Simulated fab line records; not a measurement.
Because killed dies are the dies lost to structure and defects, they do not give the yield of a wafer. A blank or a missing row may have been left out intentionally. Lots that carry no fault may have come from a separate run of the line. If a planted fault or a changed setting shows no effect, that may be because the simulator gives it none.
fab line records | flow sky130
record: lots: 6 wafers: 18 last-day: 50
route steps=708 shown SONOS_TUNNEL@156 SONOS_ONO@168 PAD_OPEN@708
lots that met no fault: from a run of the same line without faults
start-h: hours from the record's first day to the start of the lot's first wafer shown | wait-h: hours since the lot's step before | " same as the row above | L1.1+2: one row covering several wafers at once | - either no value or no given start | * or withheld: withheld | < > ~ a bound
route shown NAME@n: a module of which the file shows steps, and the number in the route of the first | usual: mean and standard deviation over wafers with no fault | same: alike in all rows | chamber/n: place in a boat | sites: the reading at each site | _std_site: standard deviation across them | _edge_site: inner sites' mean taken away from outer sites' mean | radius-mm: how far each site lies from the wafer's centre | mask NAME#n: copy n | behind: the tool/chamber that last shaped the wafer | hold: the reason the lot was held/the length of the hold in hours/how it ended | device: which transistor (n, p or np) failed to switch | end of line: tests of these same wafers at the route's end | a step given without rows: its recipe and nothing more | killed: dies that structure and defects cost at the first sort, which is not the same as the wafer's yield | map: per-die view of a wafer (x killed, . not killed, _ where there is no die)
set.NAME: setting as actually run; set.NAME@STEP: the setting as run at that earlier step | model.NAME: the simulator's own value behind a step, which no gauge read
lots at some steps of the route; a table a step, a row a wafer
services: the hour from which a tool's chamber was out of use, counted from the record's first day as start-h (under 0 if before that day), plus the number of hours and why
== steps ==
step: SKY_SONOS_TUNNEL_COAT_02
recipe: resist: NOVOLAK spin-rpm: 3000 resist-thk-nm: 1140
step: SKY_SONOS_TUNNEL_SOFTBAKE_03
recipe: temp-c: 90 time-s: 60 resist: NOVOLAK
step: SKY_SONOS_TUNNEL_EXPOSE_04
recipe: mask-id: TUNM na: 0.6 source-shape: conventional sigma-outer: 0.6 polarization: unpolarized target-cd-nm: 410 dose-mj: 136
step: SKY_SONOS_TUNNEL_PEB_05
recipe: temp-c: withheld time-s: * resist: NOVOLAK
step: SKY_SONOS_TUNNEL_DEVELOP_06
recipe: resist: NOVOLAK developer: TMAH develop-time-s: 60 dev-temp-c: 23
step: SKY_SONOS_TUNNEL_CD_MEAS_07
recipe: target-cd-nm: 410
usual: cd-nm: 409.9/2.4
columns lot.wafer tool chamber start-h wait-h cd-nm
L625.1 cd-sem-01 - 284.26 0.1 409.6
L625.3 " - " " 407.1
L625.4 " - " " 409.7
L626.1 cd-sem-01 - 297.18 0.1 414.3
L626.3 " - " " 415.1
L626.5 " - " " 415.3
L632.2 cd-sem-01 - 345.45 0.1 411.9
L632.3 " - " " 411.8
L632.6 " - " " 410.0
L633.1 cd-sem-02 - 354.28 0.1 408.2
L633.2 " - " " 410.1
L633.6 " - " " 408.7
L637.2 cd-sem-01 - 383.55 0.1 409.4
L637.4 " - " " 410.3
L637.5 " - " " 411.4
L642.1 cd-sem-02 - 425.48 0.1 413.0
L642.3 " - " " 412.1
L642.6 " - " " 413.2
step: SKY_SONOS_TUNNEL_OVL_MEAS_08
usual: SONOS_TUNNEL_OVL: -0.2/1.4
columns lot.wafer tool chamber start-h wait-h SONOS_TUNNEL_OVL[nm]
L625.1 overlay-01 - 284.38 0.1 1.1
L625.3 " - " " 0.7
L625.4 " - " " -1.0
L626.1 overlay-02 - 297.30 0.1 -1.3
L626.3 " - " " -1.4
L626.5 " - " " -1.4
L632.2 overlay-01 - 345.55 0.1 -0.3
L632.3 " - " " -2.4
L632.6 " - " " -0.6
L633.1 overlay-01 - 354.40 0.1 0.0
L633.2 " - " " -0.7
L633.6 " - " " -2.6
L637.2 overlay-01 - 383.65 0.1 -1.4
L637.4 " - " " 0.4
L637.5 " - " " -1.0
L642.1 overlay-01 - 425.60 0.1 -0.2
L642.3 " - " " -1.2
L642.6 " - " " 0.3
step: SKY_SONOS_TUNNEL_IMPLANT_09
recipe: species: B energy-kev: 20 dose-cm2: 1e+12 tilt-deg: withheld
step: SKY_SONOS_TUNNEL_WET_ETCH_10
recipe: chemistry: dHF target-depth-nm: 14 target: SiO2 dilution: 100:1 temp-c: 25 time-s: 280
step: SKY_SONOS_TUNNEL_STRIP_11
recipe: chemistry: SPM time-s: 600 temp-c: 130
step: SKY_SONOS_TUNNEL_TW_MEAS_12
usual: SONOS_TUNNEL_TW: 197.3/1.3
columns lot.wafer tool chamber start-h wait-h SONOS_TUNNEL_TW
L625.1 film-metro-04 - 284.83 0.0 198.0
L625.3 " - " " 196.9
L625.4 " - " " 198.6
L626.1 film-metro-02 - 297.78 0.0 198.3
L626.3 " - " " 197.6
L626.5 " - " " 199.2
L632.2 film-metro-02 - 346.09 0.0 196.1
L632.3 " - " " 196.1
L632.6 " - " " 197.1
L633.1 film-metro-04 - 354.84 0.0 197.3
L633.2 " - " " 197.7
L633.6 " - " " 198.3
L637.2 film-metro-04 - 384.13 0.0 195.2
L637.4 " - " " 196.5
L637.5 " - " " 196.4
L642.1 film-metro-04 - 426.04 0.0 195.5
L642.3 " - " " 196.1
L642.6 " - " " 197.0
step: SKY_SONOS_TUNNEL_CLEAN_13
recipe: chemistry: dHF time-s: 20 dilution: 100:1 dry: ipa-marangoni
step: SKY_SONOS_ONO_OXIDATION_00
recipe: temp-c: 800 ambient: O2 idle-temp-c: 700 ramp-up-c-per-min: 10 ramp-down-c-per-min: 3 stabilise-s: 600 purge-s: 300 target-thk-a: 26 ox-time-s: 1249
usual: spike-tc-bottom-C: 821.4/1.8 spike-tc-centre-C: 801.5/1.1 spike-tc-lower-C: 799.4/1.1 spike-tc-top-C: 815.4/1.6 spike-tc-upper-C: 799.7/1 tube-center-temp-C: 800/0.062 tube_center_temp_C_max: 802.1/0.32 zone-power-top-pct: 26.6/0.34
columns lot.wafer tool chamber start-h wait-h spike-tc-bottom-C spike-tc-centre-C spike-tc-lower-C spike-tc-top-C spike-tc-upper-C tube-center-temp-C tube_center_temp_C_max zone-power-top-pct model.SiO2_of_SONOS_ONO_OXIDATION_00.thk-nm
L625.1 furnace-01 0 287.57 2.7 819.0 800.7 798.2 814.9 799.0 800.06 802.0 27.0 2.603
L625.3 " 0 " " 820.3 801.7 799.9 814.4 799.5 800.07 802.7 26.4 2.648
L625.4 " 0 " " 821.4 802.4 798.1 815.6 798.8 799.97 802.1 26.2 2.691
L626.1 furnace-01 0 302.95 5.1 820.4 801.8 800.2 816.5 799.4 800.02 802.1 26.6 2.723
L626.3 " 0 " " 819.4 801.5 799.0 814.7 799.7 800.04 802.1 26.2 2.717
L626.5 " 0 " " 820.4 801.7 797.9 817.5 801.7 800.01 801.8 26.6 2.691
L632.2 furnace-01 0 346.75 0.6 834.3 815.3 812.8 830.4 812.9 814.27 816.1 27.9 3.048
L632.3 " 0 " " 833.7 815.4 813.9 832.7 813.7 814.28 816.7 26.6 3.046
L632.6 " 0 " " 834.4 815.6 813.2 829.8 814.7 814.18 816.1 27.3 3.028
L633.1 furnace-01 0 356.12 1.2 835.9 815.8 814.1 831.1 814.3 814.23 816.3 27.6 3.125
L633.2 " 0 " " 834.0 816.2 813.0 829.7 812.6 814.08 816.3 27.4 3.159
L633.6 " 0 " " 834.6 816.7 814.1 831.8 814.2 814.18 816.3 27.6 3.124
L637.2 furnace-02 0 384.43 0.2 822.9 802.1 800.7 813.1 801.4 799.94 802.7 26.3 2.611
L637.4 " 0 " " 825.0 801.1 800.1 812.9 799.5 800.07 802.4 26.3 2.597
L637.5 " 0 " " 824.7 800.3 800.7 813.4 798.0 800.08 801.8 26.2 2.581
L642.1 furnace-01 0 428.02 1.9 821.8 801.1 799.6 816.4 798.6 800.01 801.7 26.7 2.567
L642.3 " 0 " " 820.3 801.8 798.9 815.3 799.3 800.03 802.2 26.8 2.551
L642.6 " 0 " " 820.0 801.5 798.2 816.2 800.1 800.04 802.0 26.8 2.533
step: SKY_SONOS_ONO_THK_MEAS_01
recipe: reads: SiO2_of_SONOS_ONO_OXIDATION_00
usual: SONOS_ONO_OXIDATION_THK: 2.59/0.058
columns lot.wafer tool chamber start-h wait-h SONOS_ONO_OXIDATION_THK[nm]
L625.1 film-metro-02 - 288.92 0.0 2.64
L625.3 " - " " 2.72
L625.4 " - " " 2.74
L626.1 film-metro-03 - 304.30 0.0 2.67
L626.3 " - " " 2.75
L626.5 " - " " 2.74
L632.2 film-metro-02 - 348.11 0.0 3.01
L632.3 " - " " 3.03
L632.6 " - " " 3.03
L633.1 film-metro-02 - 357.47 0.0 3.11
L633.2 " - " " 3.14
L633.6 " - " " 3.14
L637.2 film-metro-02 - 385.78 0.0 2.66
L637.4 " - " " 2.61
L637.5 " - " " 2.56
L642.1 film-metro-03 - 429.36 0.0 2.55
L642.3 " - " " 2.58
L642.6 " - " " 2.57
step: SKY_SONOS_ONO_CVD_02
recipe: material: Si3N4 precursor: DCS/NH3 target-thk-nm: 10.5 temp-c: 770 time-s: 180 pressure-mtorr: 250
step: SKY_PAD_OPEN_PROBE_99
usual: killed_at_M0_to_M3: 44/6 killed_at_M4_up: 2.9/1.5 killed-at-contacts: 24/4.9 killed-at-front-end: 16/4.3 killed-at-other: 0.3/0.54 killed-dies: 87/8.7 killed-open: 48/6.7 killed-short: 39/5.9
same: gross-dies: 492 killed-at-back-side: 0
columns lot.wafer tool chamber start-h wait-h killed_at_M0_to_M3 killed_at_M4_up killed-at-contacts killed-at-front-end killed-at-other killed-dies killed-open killed-short model.etest.sonos-erased.drive-ua-um model.etest.cap-ono.gate-log10-a-cm2 model.etest.sonos-erased.vt-v model.etest.cap-ono.gate-bv-v model.etest.cap-ono.tox-acc-nm model.etest.sonos-programmed.vt-v model.etest.sonos-baked.vt-less-v model.etest.sonos-programmed.off-log10-a-um
L625.1 prober-02 - 1103.43 0.1 59 5 18 21 0 103 56 47 187.6 -8.24 -2.196 16.3 13.1 1.319 -0.4612 -13.95
L625.3 prober-02 - 1103.53 0.2 39 1 25 17 0 82 43 38 178.1 -8.201 -2.173 16.73 13.11 1.319 -0.4458 -13.84
L625.4 prober-02 - 1103.58 0.2 35 2 29 14 1 81 45 36 171.4 -8.33 -2.114 17.11 13.18 1.33 -0.4534 -14.06
L626.1 prober-02 - 1115.15 0.1 51 4 19 17 0 91 51 40 175.4 -8.16 -2.14 16.68 13.1 1.407 -0.4791 -13.95
L626.3 prober-02 - 1115.25 0.2 39 2 29 17 0 87 44 43 169.5 -8.294 -2.103 16.56 13.18 1.347 -0.4758 -14.14
L626.5 prober-02 - 1115.35 0.2 44 4 30 19 1 98 55 43 169.4 -8.271 -2.106 16.41 13.18 1.335 -0.4634 -13.84
L632.2 prober-02 - 1147.72 0.1 43 1 27 19 1 91 52 39 132.8 -8.477 -1.743 17.13 13.35 1.268 -0.3014 -13.96
L632.3 prober-02 - 1147.77 0.2 35 5 29 19 0 88 48 39 117.8 -8.519 -1.727 17.14 13.38 1.319 -0.3597 -14.06
L632.6 prober-02 - 1147.92 0.2 44 2 22 20 0 88 51 37 138.3 -8.628 -1.738 16.57 13.42 1.239 -0.3444 -13.93
L633.1 prober-01 - 1152.17 0.1 50 2 27 27 0 106 60 46 121.2 -8.806 -1.523 16.9 13.54 1.189 -0.2761 -13.81
L633.2 prober-01 - 1152.22 0.1 44 5 20 18 0 87 51 36 106.9 -8.905 -1.367 17.2 13.63 1.13 -0.2827 -13.84
L633.6 prober-01 - 1152.42 0.2 36 4 21 19 0 80 42 38 136.5 -8.848 -1.54 17.06 13.62 1.118 -0.2967 -13.47
L637.2 prober-01 - 1169.07 0.1 50 3 14 11 1 79 47 31 184.9 -8.017 -2.254 16.92 12.93 1.461 -0.495 -14.08
L637.4 prober-01 - 1169.17 0.2 31 4 22 12 0 69 36 31 170 -8.149 -2.2 16.81 13.03 1.398 -0.4486 -13.9
L637.5 prober-01 - 1169.22 0.2 37 2 28 12 0 79 43 36 187.3 -7.987 -2.267 16.09 12.98 1.447 -0.5006 -13.97
L642.1 prober-02 - 1193.55 0.1 35 4 14 16 0 69 35 34 189.4 -7.691 -2.347 15.84 12.69 1.594 -0.5874 -13.92
L642.3 prober-02 - 1193.65 0.2 46 5 29 29 0 109 59 50 229 -7.747 -2.383 15.97 12.72 1.549 -0.5835 -13.81
L642.6 prober-02 - 1193.80 0.2 41 3 23 24 0 91 45 46 184.3 -7.767 -2.346 16.27 12.69 1.561 -0.5487 -13.94
killed by level:class
L625.1 VIA2:geometric-particle:open=11 METAL1:geometric-particle:short=11 VIA1:geometric-particle:open=11 VIA3:geometric-particle:open=11 FIELD_ISO:geometric-particle:open=7 LI_CONTACT:geometric-particle:open=5 CONTACT:geometric-particle:short=5 METAL2:geometric-particle:short=5
L625.3 LI_CONTACT:geometric-particle:open=7 VIA1:geometric-particle:open=7 CONTACT:geometric-particle:short=6 CONTACT:geometric-particle:open=6 METAL1:geometric-particle:short=6 VIA3:geometric-particle:open=6 FIELD_ISO:geometric-particle:open=5 LOCAL_INTERCONNECT:geometric-particle:short=5
L625.4 LI_CONTACT:geometric-particle:open=12 VIA3:geometric-particle:open=8 CONTACT:geometric-particle:open=7 VIA1:geometric-particle:open=6 METAL1:geometric-particle:short=6 POLY_GATE:geometric-particle:short=5 LOCAL_INTERCONNECT:geometric-particle:short=5 FIELD_ISO:geometric-particle:short=4
L626.1 VIA1:geometric-particle:open=16 VIA3:geometric-particle:open=11 POLY_GATE:geometric-particle:short=7 VIA2:geometric-particle:short=6 METAL2:geometric-particle:short=5 LI_CONTACT:geometric-particle:open=4 CONTACT:geometric-particle:short=4 CONTACT:geometric-particle:open=4
L626.3 CONTACT:geometric-particle:open=8 LI_CONTACT:geometric-particle:open=7 VIA1:geometric-particle:open=7 POLY_GATE:geometric-particle:short=6 CONTACT:geometric-particle:short=6 VIA3:geometric-particle:short=6 FIELD_ISO:geometric-particle:open=5 VIA2:geometric-particle:open=5
L626.5 CONTACT:geometric-particle:open=16 VIA1:geometric-particle:open=11 VIA1:geometric-particle:short=9 POLY_GATE:geometric-particle:open=7 LI_CONTACT:geometric-particle:open=6 VIA3:geometric-particle:open=6 CONTACT:geometric-particle:short=5 FIELD_ISO:geometric-particle:short=4
L632.2 VIA1:geometric-particle:open=12 CONTACT:geometric-particle:open=11 LI_CONTACT:geometric-particle:open=7 VIA2:geometric-particle:open=7 FIELD_ISO:geometric-particle:short=6 VIA1:geometric-particle:short=5 METAL1:geometric-particle:short=5 FIELD_ISO:geometric-particle:open=4
L632.3 CONTACT:geometric-particle:open=11 VIA1:geometric-particle:open=9 LI_CONTACT:geometric-particle:open=7 METAL1:geometric-particle:short=6 POLY_GATE:geometric-particle:open=5 VIA2:geometric-particle:open=5 METAL4:geometric-particle:short=5 POLY_GATE:geometric-particle:short=4
L632.6 VIA1:geometric-particle:open=13 CONTACT:geometric-particle:open=7 METAL2:geometric-particle:short=7 LI_CONTACT:geometric-particle:open=6 CONTACT:geometric-particle:short=6 VIA3:geometric-particle:open=6 POLY_GATE:geometric-particle:open=5 VIA2:geometric-particle:open=4
L633.1 VIA1:geometric-particle:open=11 POLY_GATE:geometric-particle:open=9 CONTACT:geometric-particle:open=9 VIA3:geometric-particle:open=8 VIA2:geometric-particle:open=8 LI_CONTACT:geometric-particle:open=7 METAL1:geometric-particle:short=7 LOCAL_INTERCONNECT:geometric-particle:short=6
L633.2 VIA1:geometric-particle:open=16 CONTACT:geometric-particle:open=8 METAL2:geometric-particle:short=6 VIA2:geometric-particle:open=6 VIA3:geometric-particle:open=6 POLY_GATE:geometric-particle:short=5 FIELD_ISO:geometric-particle:short=4 LI_CONTACT:geometric-particle:open=4
L633.6 FIELD_ISO:geometric-particle:open=7 CONTACT:geometric-particle:open=7 LI_CONTACT:geometric-particle:open=7 VIA3:geometric-particle:open=7 FIELD_ISO:geometric-particle:short=5 LOCAL_INTERCONNECT:geometric-particle:short=5 VIA1:geometric-particle:open=5 VIA2:geometric-particle:open=5
L637.2 VIA1:geometric-particle:open=15 VIA3:geometric-particle:open=12 METAL2:geometric-particle:short=5 VIA2:geometric-particle:open=5 POLY_GATE:geometric-particle:open=4 CONTACT:geometric-particle:short=4 CONTACT:geometric-particle:open=4 METAL1:geometric-particle:short=4
L637.4 VIA1:geometric-particle:open=8 LOCAL_INTERCONNECT:geometric-particle:short=7 VIA3:geometric-particle:open=6 LI_CONTACT:geometric-particle:open=6 CONTACT:geometric-particle:open=5 CONTACT:geometric-particle:short=4 METAL1:geometric-particle:short=4 VIA2:geometric-particle:short=3
L637.5 VIA1:geometric-particle:open=14 CONTACT:geometric-particle:open=9 LI_CONTACT:geometric-particle:open=8 CONTACT:geometric-particle:short=6 VIA1:geometric-particle:short=5 POLY_GATE:geometric-particle:short=4 LI_CONTACT:geometric-particle:short=4 VIA2:geometric-particle:open=4
L642.1 VIA1:geometric-particle:open=7 VIA2:geometric-particle:open=6 VIA3:geometric-particle:open=6 FIELD_ISO:geometric-particle:short=5 VIA1:geometric-particle:short=5 FIELD_ISO:geometric-particle:open=4 POLY_GATE:geometric-particle:short=4 CONTACT:geometric-particle:open=4
L642.3 VIA3:geometric-particle:open=10 VIA1:geometric-particle:open=10 CONTACT:geometric-particle:open=9 FIELD_ISO:geometric-particle:short=8 LI_CONTACT:geometric-particle:open=8 VIA2:geometric-particle:open=7 POLY_GATE:geometric-particle:open=6 METAL1:geometric-particle:short=6
L642.6 POLY_GATE:geometric-particle:open=8 CONTACT:geometric-particle:open=8 VIA2:geometric-particle:open=7 METAL1:geometric-particle:short=7 VIA1:geometric-particle:short=6 VIA1:geometric-particle:open=6 FIELD_ISO:geometric-particle:short=5 CONTACT:geometric-particle:short=5
== services ==
columns tool chamber start-h hours kind
furnace-01 - 263.61 3.3 pm
furnace-01 - 283.13 3.3 pm
furnace-02 - 286.77 4.9 pm
furnace-02 - 291.69 2.6 pm
== key ==
first-sign: step: SKY_SONOS_ONO_OXIDATION_00 reading: tube-center-temp-C direction: up sigmas: 99+ usual: * struck: *
effect: step: SKY_SONOS_ONO_OXIDATION_00 reading: tube_center_temp_C_max direction: up sigmas: 44 usual: * struck: *
effect: step: SKY_SONOS_ONO_THK_MEAS_01 reading: SONOS_ONO_OXIDATION_THK direction: up sigmas: 8.4 usual: 2.59 struck: 3.08
model-effect: step: SKY_SONOS_ONO_OXIDATION_00 value: SiO2_of_SONOS_ONO_OXIDATION_00.thk-nm without: 2.516 struck: 3.088
model-effect: step: SKY_PAD_OPEN_PROBE_99 value: etest.sonos-erased.drive-ua-um without: 199.4 struck: 125.6
met-at SKY_SONOS_ONO_OXIDATION_00
struck-wafers L632.2,L632.3,L632.6,L633.1,L633.2,L633.6
tester-left-out L632,L633
onset-between 302.95 346.75
fault: kind: process-parameter-drift tool: furnace-01 chamber: - onset-h: 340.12 steps: SKY_SONOS_ONO_OXIDATION_00 channel: temp-c offset: * shape: step end-h: 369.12 acts-in: * stated: *
tester-left-out: of these lots the tester's yield and bins aren't shown, on N5 and GAA mostly nor the transistor test; their killed dies are dies lost to structure and defects alone, not to doping, threshold or leakage, so they don't give the yield
